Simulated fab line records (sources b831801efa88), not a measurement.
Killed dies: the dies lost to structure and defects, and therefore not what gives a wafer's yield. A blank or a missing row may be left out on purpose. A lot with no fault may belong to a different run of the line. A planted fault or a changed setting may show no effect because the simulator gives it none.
Matching of chambers + flow gf180mcu + cmp-02 running GF_V4_CMP_26: 4 sister chambers
The step polishes, stops on SiO2, t overpolish 15 s, target thk 0 nm. 8 wafers are shown with their chamber, then 7 later ones without.

== WAFERS WITH THEIR CHAMBER ==
| wafer  | chamber | motor current A (A) | time to endpoint s (s) |
|--------|---------|---------------------|------------------------|
| L972.4 | 0       | 7.8                 | 92                     |
| L976.1 | 3       | 11.4                | 82                     |
| L976.4 | 1       | 11.5                | 86                     |
| L980.1 | 1       | 11.9                | 90                     |
| L980.2 | 2       | 8.8                 | 83                     |
| L980.3 | 0       | 7.5                 | 84                     |
| L983.2 | 3       | 11.4                | 86                     |
| L983.3 | 2       | 9.8                 | 82                     |

== WAFERS WITH NO CHAMBER GIVEN ==
| wafer  | motor current A (A) | time to endpoint s (s) |
|--------|---------------------|------------------------|
| L983.5 | 7.7                 | 89                     |
| L988.2 | 8.2                 | 87                     |
| L988.3 | 9.4                 | 81                     |
| L988.5 | 7.7                 | 86                     |
| L990.1 | 7.8                 | 87                     |
| L990.3 | 12.4                | 87                     |
| L990.4 | 11.0                | 86                     |

== THE CHAMBER EACH PASSED THROUGH ==
| wafer  | from the rows above     | in truth |
|--------|-------------------------|----------|
| L983.5 | 0                       | 0        |
| L988.2 | can't be placed: 0 or 2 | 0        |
| L988.3 | 2                       | 2        |
| L988.5 | 0                       | 0        |
| L990.1 | 0                       | 0        |
| L990.3 | can't be placed: 1 or 3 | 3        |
| L990.4 | can't be placed: 3 or 1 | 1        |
Correct placement for 4 of the 7. Unplaceable from these rows: 3, with the true chamber sitting among the candidates in 3. Number placed wrongly: 0.
How it was worked out, from the rows above alone: a wafer's distance from a chamber is the root of the sum, over the readings, of the square of ((its reading less the chamber's mean) divided by the reading's scatter). If the next closest chamber is less than 2 further off than the closest, the wafer can't be placed; otherwise it belongs to the closest. The mean given for a chamber averages the wafers shown for that chamber. The scatter is the square root of a quotient: the sum, over the shown wafers, of each reading's squared deviation from its chamber's mean, divided by wafers minus chambers.
